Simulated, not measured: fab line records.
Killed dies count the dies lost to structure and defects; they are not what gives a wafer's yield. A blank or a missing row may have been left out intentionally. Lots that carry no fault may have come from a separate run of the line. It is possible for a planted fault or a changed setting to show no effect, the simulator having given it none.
A struck lot beside a sound one    flow sky130    15 steps out of a route of 708
Sound: wafers L964.3, L964.4, L964.5. Wafers L974.1, L974.2, L974.5 were the ones struck. Last of all comes the cause.
Each step with rows lists, per side, the tool, then ch with its chambers, then its first start. Under that, the readings that differ: sound wafers    struck wafers    difference of the means    sigmas: that difference in standard deviations of wafers without a fault.
alike: readings with means less than 2 such deviations apart, plus words and numbers identical on both sides. not compared: withheld readings, readings lacking a value on some wafer, bounds such as >300 that could conceal the same value, and numbers that have no deviation in the record and whose values overlap.
Wherever a step has rows on one side only, a row that says differs or no value, or a row with sigmas, the two part there. When numbers do not overlap yet have no deviation, they are printed without sigmas and do not part them. A reading missing from all wafers of one side parts the sides only when that side holds two or more wafers.

first, 8 steps without rows for these wafers: SKY_METAL3_DEHYDRATE_05 (time 60 s); SKY_METAL3_HMDS_06 (prime time 60 s); SKY_METAL3_COAT_07 (resist thk 60 nm); SKY_METAL3_COAT_08 (resist thk 1140 nm); SKY_METAL3_SOFTBAKE_09 (time 90 s); SKY_METAL3_EXPOSE_10 (exposes mask MM3, target cd 300 nm); SKY_METAL3_PEB_11; SKY_METAL3_DEVELOP_12 (develop time 60 s).
SKY_METAL3_CD_MEAS_13: the cd target is 300 nm.
  sound on cd-sem-02 at day 40 07:59; struck on cd-sem-01 at day 43 14:29
  alike: cd-nm
SKY_METAL3_OVL_MEAS_14:
  sound on overlay-02 at day 40 08:04; struck on overlay-01 at day 43 14:37
  alike: METAL3_OVL
SKY_METAL3_DESCUM_15: chemistry O2, time 8 s.
  sound on rie-metal-02 ch 0,1, day 40 08:06; struck on rie-metal-01 ch 0,1, day 43 14:39
  alike: drypump-motor-current-A, oes-product-au
  not compared: rf-hours-counter-h
SKY_METAL3_ETCH_16: etches BARC in N2/H2, stops on SiO2, time 88.2 s, target depth 60 nm.
  sound on rie-metal-02 ch 0,1, day 40 08:10; struck on rie-metal-01 ch 0,1, day 43 14:41
  alike: drypump-motor-current-A, oes-product-au, rf-fwd-power-W, throttle-valve-pct
  not compared: rf-hours-counter-h
SKY_METAL3_ETCH_17: etches SiO2 in C4F8/O2/Ar, stops on TiN, time 3.9 s, target depth 15 nm.
  sound on rie-diel-02 ch 0,2,3, day 40 08:13; struck on rie-diel-02 ch 0,1,3, day 43 14:47
reading             sound           struck          difference  sigmas
rf-fwd-power-W (W)  1468 1473 1477  1706 1716 1713  +239        +29
  alike: oes-product-au
  not compared: rf-hours-counter-h
SKY_METAL3_METAL_ETCH_18: etches the open film in Cl2/BCl3, stops on SiO2, target depth 845 nm, time 183.1 s.
  sound on rie-metal-01 ch 0,1, day 40 08:18; struck on rie-metal-04 ch 0,1, day 43 14:48
  alike: drypump-motor-current-A, oes-product-au, rf-fwd-power-W, throttle-valve-pct
  not compared: rf-hours-counter-h
-- the record jumps here: 6 days lie between the struck wafers' starts before and after (it left off in module METAL3 and takes up again in module PAD_OPEN, whose first step shown is number 708 of the route) --
SKY_PAD_OPEN_PROBE_99:
  sound on prober-02 at day 47 07:12; struck on prober-02 at day 49 23:29
  alike: defect-limited-yield, killed_at_M0_to_M3, killed_at_M4_up, killed-at-contacts, killed-at-front-end, killed-at-other, killed-dies, killed-on-rim, killed-open, killed-short, sort_bin_3_pad_short, sort_bin_5_function, sort_bin_6_memory, sort-n-pass, sort-yield-pct

== WHERE THEY PART ==
Only at SKY_METAL3_ETCH_17, as far as this record shows. Later steps at which nothing parts them and some readings are alike: SKY_METAL3_METAL_ETCH_18, SKY_PAD_OPEN_PROBE_99.

WHY: what had been put in by the simulator
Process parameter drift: rie-diel-02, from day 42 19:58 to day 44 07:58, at SKY_METAL3_ETCH_17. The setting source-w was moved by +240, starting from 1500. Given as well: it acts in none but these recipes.
